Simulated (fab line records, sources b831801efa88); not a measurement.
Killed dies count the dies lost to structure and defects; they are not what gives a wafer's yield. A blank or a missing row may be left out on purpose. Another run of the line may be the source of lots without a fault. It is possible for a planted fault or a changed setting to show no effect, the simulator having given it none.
Struck lot and sound lot, side by side :: flow sky130 :: 15 steps out of a route of 708
Sound: these wafers, L715.2, L715.4, L715.5. Wafers L729.1, L729.2, L729.6 were the ones struck. The cause comes at the end.
Order at every step that has rows: each side's tool, ch and its chambers, its first start. Under that, the readings that differ: sound wafers :: struck wafers :: difference of the means :: sigmas: that difference in standard deviations of wafers without a fault.
alike: a reading whose means differ by less than 2 such deviations, as well as words and numbers matching on both sides. not compared: withheld readings; readings where some wafer has no value; bounds like >300 that might hide an equal value; numbers whose values overlap and for which the record gives no deviation.
Wherever a step has rows on one side only, a row that says differs or no value, or a row with sigmas, the two part there. When numbers do not overlap yet have no deviation, they are printed without sigmas and do not part them. A reading missing from all wafers of one side parts the sides only when that side holds two or more wafers.

first, 7 steps without rows for these wafers: SKY_RES_XHIGH_HMDS_01 (prime time 60 s); SKY_RES_XHIGH_COAT_02 (resist thk 1140 nm); SKY_RES_XHIGH_SOFTBAKE_03 (time 60 s); SKY_RES_XHIGH_EXPOSE_04 (exposes mask URPM, target cd 1270 nm); SKY_RES_XHIGH_PEB_05; SKY_RES_XHIGH_DEVELOP_06 (develop time 60 s); SKY_RES_XHIGH_IMPLANT_07.
SKY_RES_XHIGH_STRIP_08: strips in O2/N2.
  sound on plasma asher-01 ch 0,1, day 26 18:31; struck on plasma asher-02 ch 0,1, day 32 11:42
  alike: drypump motor current A, oes product au, strip time to endpoint s
  not compared: rf hours counter h
SKY_RES_XHIGH_TW_MEAS_09:
  sound: film metro-02 at day 26 18:38; struck: film metro-02 at day 32 11:48
  alike: RES_XHIGH_TW
then, 3 steps without rows for these wafers: SKY_SD_N_DEHYDRATE_00 (time 60 s); SKY_SD_N_HMDS_01 (prime time 60 s); SKY_SD_N_COAT_02 (resist thk 1140 nm).
SKY_SD_N_SOFTBAKE_03: time 60 s.
  sound on litho track-03 ch 0, day 27 09:29; struck on litho track-01 ch 0, day 33 00:51
reading: heater power total W (W)
sound: 56.64 56.59 56.56
struck: 57.60 57.63 57.66
difference: +1.03
sigmas: +25

reading: plate temp C (C)
sound: 90.08 89.95 89.92
struck: 91.08 91.28 91.23
difference: +1.21
sigmas: +11
then, 1 step without rows for these wafers: SKY_SD_N_EXPOSE_04 (exposes mask NSDM, target cd 380 nm).
-- record jumps: 17 days separate the struck wafers' starts on either side; left off in module SD_N, taken up again in module PAD_OPEN, whose first shown step is the route's number 708 --
SKY_PAD_OPEN_PROBE_99:
  sound: prober-02 at day 45 21:16; struck: prober-01 at day 49 19:40
  alike: killed_at_M0_to_M3, killed_at_M4_up, killed at contacts, killed at front end, killed at other, killed dies, killed open, killed short

WHERE THEY PART
Only at SKY_SD_N_SOFTBAKE_03, within this record. Later steps at which nothing parts them and some readings are alike: SKY_PAD_OPEN_PROBE_99.

WHY: the cause the simulator had injected
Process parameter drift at SKY_SD_N_SOFTBAKE_03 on litho track-01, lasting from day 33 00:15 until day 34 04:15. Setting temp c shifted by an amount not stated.
